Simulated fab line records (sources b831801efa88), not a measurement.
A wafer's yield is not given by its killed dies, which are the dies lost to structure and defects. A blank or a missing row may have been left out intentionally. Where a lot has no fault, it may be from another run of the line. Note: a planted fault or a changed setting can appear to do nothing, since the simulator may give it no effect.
2 desks, one fault :: flow gf180mcu :: each desk holds nothing but its own numbers, with what lay behind them at the end

## THE TOOL OWNER'S DESK: pvd_sputter-04
At GF_V2_SPUTTER_22 (material TiN, target thk 10 nm, time 40 s) the tool's own readings: per lot run on this tool, the mean of the sampled wafers that have a number. The brackets show how far a lot's mean lies from the usual mean; more than 4 standard deviations puts the lot out of limits, marked OUT.
Columns: A = throttle_valve_pct at GF_V2_SPUTTER_22, usual 29.8 %
lot: L272
first seen here: day 21 10:59
A: 28.8

lot: L287
first seen here: day 26 12:40
A: 29.8
Result from this desk: across the 2 lots, nothing is out of limits.

## FROM THE METROLOGY DESK
Means of the sampled wafers that have a number, per lot and without regard to the tool the lot ran on: this is what the gauges read. The brackets show how far a lot's mean lies from the usual mean; more than 4 standard deviations puts the lot out of limits, marked OUT.
Columns: A = cd_nm at GF_V2_CD_MEAS_14, usual 259.7 nm; B = V2_OVL at GF_V2_OVL_MEAS_15, usual -1 nm
lot: L272
first seen here: day 21 10:10
A: 259.1
B: 0

lot: L273
first seen here: day 21 21:26
A: 260.0
B: -2

lot: L277
first seen here: day 23 15:15
A: 258.9
B: -2

lot: L284
first seen here: day 25 13:48
A: 259.9
B: -1

lot: L287
first seen here: day 26 11:47
A: 259.9
B: 0
Result from this desk: across the 5 lots, nothing is out of limits.

## ALL TOGETHER
The tool owner's desk saw nothing out of limits.
Metrology desk: nothing out of limits seen.

## WHAT HAD BEEN PUT IN BY THE SIMULATOR
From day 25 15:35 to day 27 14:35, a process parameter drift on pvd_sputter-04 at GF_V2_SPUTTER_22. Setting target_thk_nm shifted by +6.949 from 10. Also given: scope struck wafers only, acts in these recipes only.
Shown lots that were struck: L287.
